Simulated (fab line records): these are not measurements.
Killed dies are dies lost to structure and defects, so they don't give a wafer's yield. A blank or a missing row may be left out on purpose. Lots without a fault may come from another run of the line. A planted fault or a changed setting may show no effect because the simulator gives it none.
Chamber matching	flow sfq-line	SFQ_TRILAYER_A5C_DEP_PECVD_142 on pecvd-03 has 3 sister chambers
The step deposits SiO2 from SiH4/N2O, time 15.556 s, target thk 70 nm. 6 wafers are shown with their chamber, then 7 later ones without.

== WAFERS WITH THEIR CHAMBER ==
wafer	chamber	throttle-valve-pct (%)	heater-power-w (W)
L348.3	0	23.6	102
L348.6	2	24.9	102
L353.2	2	25.3	103
L353.5	1	28.1	91
L354.3	0	23.8	107
L354.4	1	28.5	91

== WAFERS WHOSE CHAMBER IS MISSING ==
wafer	throttle-valve-pct (%)	heater-power-w (W)
L354.5	24.9	110
L357.3	25.3	102
L357.5	23.8	97
L357.6	28.3	80
L358.1	28.3	94
L358.2	25.0	92
L358.6	28.5	93

== EACH ONE'S CHAMBER ==
wafer	from the rows above	in truth
L354.5	can't be placed: 2 or 0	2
L357.3	2	2
L357.5	0	0
L357.6	1	1
L358.1	1	1
L358.2	2	2
L358.6	1	1
6 of 7 placed correctly. Can't be placed from these rows: 1 (the true chamber is among the candidates in 1). Number placed wrongly: 0.
How it was worked out, from the rows above alone: a wafer's distance from a chamber is the root of the sum, over the readings, of the square of ((its reading less the chamber's mean) divided by the reading's scatter). If the next closest chamber is less than 2 further off than the closest, the wafer can't be placed; otherwise it belongs to the closest. A chamber's mean is the mean of its shown wafers. The scatter is the square root of a quotient: the sum, over the shown wafers, of each reading's squared deviation from its chamber's mean, divided by wafers minus chambers.
